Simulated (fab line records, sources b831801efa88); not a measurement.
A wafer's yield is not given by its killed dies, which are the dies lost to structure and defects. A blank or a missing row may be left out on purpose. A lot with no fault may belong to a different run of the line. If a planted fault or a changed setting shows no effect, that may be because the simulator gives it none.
fab line records | flow gf180mcu
record: lots: 6 wafers: 18 last-day: 34
route steps=602 shown STI@24 DNWELL@32 NWELL@42
lots untouched by any fault: they come from a run of this same line in which no faults occurred
start-h: hours from the record's opening day to when the first of the lot's shown wafers began | wait-h: how many hours have passed since the lot's step before this one | " as in the row above | L1.1+2: a row that stands for several wafers | - no value present, or no start provided | * or withheld: withheld | < > ~ a bound
route shown NAME@n: a module of which the file shows steps, and the number in the route of the first | usual: mean/standard deviation taken from wafers without a fault | same: alike in all rows | chamber/n: place in a boat | sites: the reading at each site | _std_site: the standard deviation of these | _edge_site: outer sites' mean less inner sites' | radius-mm: how far each site lies from the wafer's centre | mask NAME#n: copy n | behind: the last tool/chamber to shape the wafer | hold: what put the lot on hold/how long, in hours/how the hold closed | device: names the non-switching transistor (n, p or np) | end of line: the route-end tests of the same wafers | a step given without rows: its recipe and nothing more | killed: not the wafer's yield, but the dies lost to structure and defects at the first sort | map: the dies of a wafer, with x for killed, . for not killed, _ for no die there
set.NAME: the setting the step ran with; set.NAME@STEP: the setting that earlier step ran with | model.NAME: the simulator's own value behind a step, which no gauge read
lots at selected steps of the route; one table per step, one row per wafer
services: when a tool's chamber went out of use (start-h, in hours from the record's first day, below 0 if earlier), for how many hours, and the reason
== steps ==
step: GF_STI_CVD_23
recipe: material: SiO2 target-thk-nm: 650 sigma-open-frac: 0.3 time-s: 108.3 temp-c: 600 sih4-flow-sccm: 60 pressure-mtorr: 6
step: GF_STI_THK_MEAS_24
recipe: reads: SiO2_of_STI_CVD_23
usual: STI_CVD_23_THK: 651/6.1
columns lot.wafer tool chamber start-h wait-h STI_CVD_23_THK[nm]
L395.2 film-metro-03 - 28.46 0.0 662
L395.5 " - " " 649
L395.6 " - " " 653
L406.2 film-metro-01 - 84.20 0.0 656
L406.3 " - " " 660
L406.4 " - " " 657
L407.1 film-metro-02 - 89.58 0.0 648
L407.3 " - " " 650
L407.6 " - " " 652
L411.2 film-metro-01 - 109.96 0.0 646
L411.3 " - " " 641
L411.4 " - " " 643
L412.3 film-metro-02 - 114.65 0.1 648
L412.4 " - " " 642
L412.6 " - " " 648
L416.1 film-metro-01 - 136.03 0.0 648
L416.3 " - " " 649
L416.5 " - " " 652
step: GF_STI_CMP_25
recipe: stop-on: Si3N4 t-overpolish-s: 33 down-force-psi: 4 platen-rpm: 60 target-thk-nm: 524.6 pad-velocity-m-s: 0.94248
usual: edge-zone-pressure-frac: 1.000/0.0054 motor-current-A: 11.4/0.71 overpolish-run-s: 32.999/0.0087 time-to-endpoint-s: 121/5.1
columns lot.wafer tool chamber start-h wait-h edge-zone-pressure-frac motor-current-A overpolish-run-s time-to-endpoint-s
L395.2 cmp-02 3 28.56 0.1 0.998 10.8 32.996 126
L395.5 " 2 " " 1.013 11.3 32.995 124
L395.6 " 3 " " 1.003 11.5 32.996 130
L406.2 cmp-01 1 84.25 0.0 1.007 11.3 32.997 119
L406.3 " 3 " " 1.001 12.0 33.015 120
L406.4 " 0 " " 1.005 13.0 33.008 125
L407.1 cmp-02 2 89.74 0.1 1.008 11.4 32.994 110
L407.3 " 3 " " 0.999 10.8 33.000 118
L407.6 " 0 " " 1.006 11.2 32.986 119
L411.3 cmp-01 2 110.01 0.0 0.994 10.7 33.007 119
L411.4 " 3 " " 0.999 11.4 32.994 117
L411.2 " 0 " " 1.003 13.4 32.988 122
L412.4 cmp-02 3 114.69 0.0 1.004 10.8 32.991 122
L412.3 " 1 " " 1.000 11.5 32.985 121
L412.6 " 0 " " 1.000 10.7 32.989 119
L416.3 cmp-01 0 136.14 0.1 1.001 12.5 32.985 123
L416.1 " 2 " " 0.996 11.5 33.002 116
L416.5 " 3 " " 0.992 12.3 33.000 118
step: GF_STI_WET_ETCH_26
recipe: chemistry: dHF target-depth-nm: 94 target: SiO2 temp-c: 25 dilution: 10:1 time-s: 188
step: GF_STI_WET_ETCH_27
recipe: chemistry: H3PO4 target-depth-nm: 160 target: Si3N4 temp-c: 160 time-s: 1825
step: GF_STI_WET_ETCH_28
recipe: chemistry: dHF target-depth-nm: 20 dry: ipa-marangoni target: SiO2 temp-c: 25 dilution: 10:1 time-s: 38.74
step: GF_STI_OXIDATION_29
recipe: temp-c: 900 ambient: O2 stabilise-s: 600 purge-s: 300 target-thk-a: 100 ox-time-s: 1418
step: GF_STI_THK_MEAS_30
recipe: reads: SiO2_of_STI_OXIDATION_29
usual: STI_OXIDATION_02_THK: 9.97/0.21
columns lot.wafer tool chamber start-h wait-h STI_OXIDATION_02_THK[nm]
L395.2 film-metro-01 - 30.86 0.0 10.02
L395.5 " - " " 10.02
L395.6 " - " " 9.81
L406.2 film-metro-03 - 87.79 0.0 9.95
L406.3 " - " " 9.85
L406.4 " - " " 9.89
L407.1 film-metro-01 - 92.64 0.0 9.96
L407.3 " - " " 9.90
L407.6 " - " " 10.03
L411.2 film-metro-01 - 112.39 0.0 10.13
L411.3 " - " " 10.19
L411.4 " - " " 10.07
L412.3 film-metro-01 - 117.93 0.0 10.16
L412.4 " - " " 10.23
L412.6 " - " " 10.23
L416.1 film-metro-01 - 138.43 0.0 10.37
L416.3 " - " " 10.31
L416.5 " - " " 10.42
step: GF_DNWELL_DEHYDRATE_00
recipe: temp-c: 200 time-s: 60
step: GF_DNWELL_HMDS_01
recipe: prime-time-s: 60 prime-temp-c: 120
step: GF_DNWELL_COAT_02
recipe: spin-rpm: 2000 resist-thk-nm: 3000
step: GF_DNWELL_SOFTBAKE_03
recipe: temp-c: 110 time-s: withheld
step: GF_DNWELL_EXPOSE_04
recipe: mask-id: DNWELL target-cd-nm: 1700 na: 0.6 source-shape: conventional sigma-outer: 0.6 dose-mj: 260
usual: exposure-dose-mJ-cm2: 259.98/0.25 focus-offset-nm: 0.0/0.46
columns lot.wafer tool chamber start-h wait-h mask exposure-dose-mJ-cm2 focus-offset-nm
L395.2 iline-stepper-02 0 36.88 - DNWELL#0 259.93 -0.4
L395.5 " 0 " " DNWELL#0 260.41 0.4
L395.6 " 0 " " DNWELL#0 259.90 -0.1
L406.2 iline-stepper-01 - 94.51 - DNWELL#0 - -
L406.3 " - " " DNWELL#0 - -
L406.4 " - " " DNWELL#0 - -
L407.1 iline-stepper-01 - 100.04 - DNWELL#0 - -
L407.3 " - " " DNWELL#0 - -
L407.6 " - " " DNWELL#0 - -
L411.2 iline-stepper-02 0 119.73 - DNWELL#0 259.90 -0.6
L411.3 " 0 " " DNWELL#0 259.84 0.4
L411.4 " 0 " " DNWELL#0 260.17 -0.4
L412.3 iline-stepper-01 0 125.51 - DNWELL#0 259.89 0.5
L412.4 " 0 " " DNWELL#0 259.75 0.8
L412.6 " 0 " " DNWELL#0 260.08 0.5
L416.1 iline-stepper-02 0 146.56 - DNWELL#0 260.19 -0.2
L416.3 " 0 " " DNWELL#0 260.24 -0.2
L416.5 " 0 " " DNWELL#0 260.45 -0.1
step: GF_DNWELL_PEB_05
recipe: temp-c: 115 time-s: withheld
step: GF_DNWELL_DEVELOP_06
recipe: wall-angle-deg: 90 develop-time-s: 60 dev-temp-c: 23
step: GF_DNWELL_IMPLANT_07
recipe: species: P energy-kev: 1500 dose-cm2: 1e+13 tilt-deg: 0
step: GF_DNWELL_STRIP_08
recipe: chemistry: O2/N2 power-w: 1400 pressure-mtorr: 1500 platen-temp-c: 250 o2-flow-sccm: 3000 n2-flow-sccm: 300 overash-fraction: 0.5
usual: drypump-motor-current-A: 5.6/0.44 heater-power-w: 300/25 oes-product-au: 0.722/0.0042 platen-temp-c: 250.01/0.18 strip-time-to-endpoint-s: 36.94/0.088
columns lot.wafer tool chamber start-h wait-h drypump-motor-current-A heater-power-w oes-product-au platen-temp-c rf-hours-counter-h strip-time-to-endpoint-s
L395.2 plasma-asher-02 0 43.21 0.1 5.6 250 0.722 249.97 40 37.03
L395.5 " 1 " " 5.4 302 0.721 250.22 - 36.90
L395.6 " 0 " " 5.7 247 0.719 250.02 - 36.93
L406.2 plasma-asher-02 0 102.29 0.1 5.7 248 0.725 250.39 46 36.98
L406.3 " 0 " " 5.7 244 0.727 250.50 - 37.04
L406.4 " 1 " " 5.4 308 0.720 250.45 - 36.97
L407.1 plasma-asher-02 1 106.99 0.1 5.3 306 0.716 250.00 47 36.90
L407.3 " 1 " " 5.3 311 0.728 249.98 - 36.95
L407.6 " 1 " " 5.3 301 0.722 249.66 - 36.94
L411.2 plasma-asher-01 0 127.17 0.1 6.6 302 0.725 249.99 47 36.91
L411.3 " 0 " " 6.5 312 0.721 249.74 - 36.92
L411.4 " 1 " " 5.2 337 0.715 250.21 - 36.94
L412.3 plasma-asher-03 0 132.94 0.1 5.6 293 0.714 249.97 - 37.06
L412.4 " 1 " " 5.5 303 0.718 250.25 - 37.07
L412.6 " 1 " " 5.5 307 0.719 249.98 - 37.07
L416.1 plasma-asher-01 1 153.81 0.2 5.3 341 0.724 249.89 50 36.80
L416.3 " 0 " " 6.6 311 0.724 250.06 - 36.91
L416.5 " 1 " " 5.2 343 0.727 249.95 - 36.86
step: GF_DNWELL_TW_MEAS_09
usual: DNWELL_TW: 1353/14
columns lot.wafer tool chamber start-h wait-h DNWELL_TW
L395.2 film-metro-02 - 43.32 0.1 1348
L395.5 " - " " 1350
L395.6 " - " " 1348
L406.2 film-metro-04 - 102.40 0.1 31
L406.3 " - " " 31
L406.4 " - " " 31
L407.1 film-metro-01 - 107.09 0.1 31
L407.3 " - " " 31
L407.6 " - " " 31
L411.2 film-metro-01 - 127.28 0.1 1349
L411.3 " - " " 1365
L411.4 " - " " 1352
L412.3 film-metro-02 - 133.03 0.1 1337
L412.4 " - " " 1335
L412.6 " - " " 1334
L416.1 film-metro-04 - 153.91 0.1 1382
L416.3 " - " " 1379
L416.5 " - " " 1381
step: GF_NWELL_DEHYDRATE_00
recipe: temp-c: 200 time-s: 60
== services ==
columns tool chamber start-h hours kind
iline-stepper-02 - 16.10 1.7 pm
iline-stepper-01 - 21.58 12.7 repair
cmp-01 - 26.65 0.5 repair
cmp-01 - 33.33 2.5 repair
cmp-01 - 35.79 4.4 pm
cmp-02 - 64.14 4.0 pm
cmp-02 - 68.14 - consumable-replace:conditioner
cmp-02 - 68.14 - consumable-replace:pad
plasma-asher-02 - 108.75 9.0 pm
plasma-asher-02 0 108.75 9.0 vent-cycle
plasma-asher-02 1 108.75 9.0 vent-cycle
cmp-01 - 108.91 0.8 repair
iline-stepper-01 0 109.99 - calibration
iline-stepper-01 - 115.50 1.7 pm
plasma-asher-02 0 117.75 - clean
plasma-asher-02 1 117.75 - clean
== key ==
first-sign: step: GF_DNWELL_EXPOSE_04 reading: tool-record direction: missing
effect: step: GF_DNWELL_TW_MEAS_09 reading: DNWELL_TW direction: down sigmas: 98 usual: 1353 struck: 31
met-at GF_DNWELL_EXPOSE_04
struck-wafers L406.2,L406.3,L406.4,L407.1,L407.3,L407.6
sort-left-out L406.2,L406.3,L406.4,L407.1,L407.3,L407.6
tester-left-out L406,L407
fault: kind: skipped-step-whole tool: iline-stepper-01 chamber: - onset-h: 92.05 steps: GF_DNWELL_EXPOSE_04 scope: struck-lots-only
tester-left-out: of these lots the tester's yield and bins aren't shown, on N5 and GAA mostly nor the transistor test; their killed dies are dies lost to structure and defects alone, not to doping, threshold or leakage, so they don't give the yield
sort-left-out: the simulated sort isn't trusted on such a fault, so these wafers' sort isn't shown, and their yield isn't known
